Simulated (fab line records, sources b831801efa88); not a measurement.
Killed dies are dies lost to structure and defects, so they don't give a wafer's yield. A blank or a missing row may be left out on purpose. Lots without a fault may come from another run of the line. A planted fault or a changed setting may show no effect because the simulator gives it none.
Which tool did it? | flow gf180mcu | 6 lots, 18 wafers sampled, at 2 steps of a route of 602

WHAT THE GAUGES READ, wafer by wafer
GF_VT_IMPLANT_RS_MEAS_48: measures by four-point-probe.
lot  | measured     | on            | LVPWELL_RS (ohm/sq)
L231 | day 8 21:18  | film_metro-02 | 1199 1196 1191
L233 | day 9 12:01  | film_metro-02 | 1201 1199 1199
L235 | day 10 00:37 | film_metro-03 | 1200 1202 1199
L238 | day 11 01:57 | film_metro-03 | 1194 1194 1193
L242 | day 12 04:38 | film_metro-02 | 1162 1167 1166
L246 | day 13 04:44 | film_metro-03 | 1177 1175 1168

WHICH TOOL RAN EACH LOT (tool, then ch and the chambers of the sampled wafers, then the start)
lot  | GF_LVPWELL_IMPLANT_09
L231 | implanter-01 ch 0, day 5 00:23
L233 | implanter-01 ch 0, day 5 11:20
L235 | implanter-04 ch 0, day 5 22:17
L238 | implanter-01 ch 0, day 6 17:24
L242 | implanter-01 ch 0, day 7 16:18
L246 | implanter-01 ch 0, day 8 13:18
- GF_LVPWELL_IMPLANT_09

THE ANSWER, worked out from the rows above alone
Rule: what is usual is taken from the lots themselves. Put in order of their means at a reading, lots are off if they are a third of the lots or fewer, leave a main group of 4 or more, and stand apart from it by a gap of 3 or more times the standard deviation of the main group's means; of several such gaps the widest counts. A main group whose means are all the same, to the digits that the tables above print for the reading, isn't used. A lot without any number at a reading at which 4 lots or more have one is off too. The other lots that the step has rows for count as sound.
Off: L242, L246, at GF_VT_IMPLANT_RS_MEAS_48 (LVPWELL_RS). The main group: mean 1197 ohm/sq, standard deviation 2.8.
A tool fits if, at a process step before that reading, it ran every lot that is off, and no sound lot after the first of them. The gauges at GF_VT_IMPLANT_RS_MEAS_48 are tried like those tools. One fits: implanter-01 at GF_LVPWELL_IMPLANT_09. Its last sound lot is L238 (day 6 17:24), its first lot that is off L242 (day 7 16:18): a fault that began between those two fits.

WHAT THE SIMULATOR HAD PUT IN
Process parameter drift: implanter-01, from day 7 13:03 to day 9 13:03, at GF_LVPWELL_IMPLANT_09. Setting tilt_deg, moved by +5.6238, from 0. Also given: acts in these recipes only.
Lots struck among those shown: L242, L246. The rule above found the same.
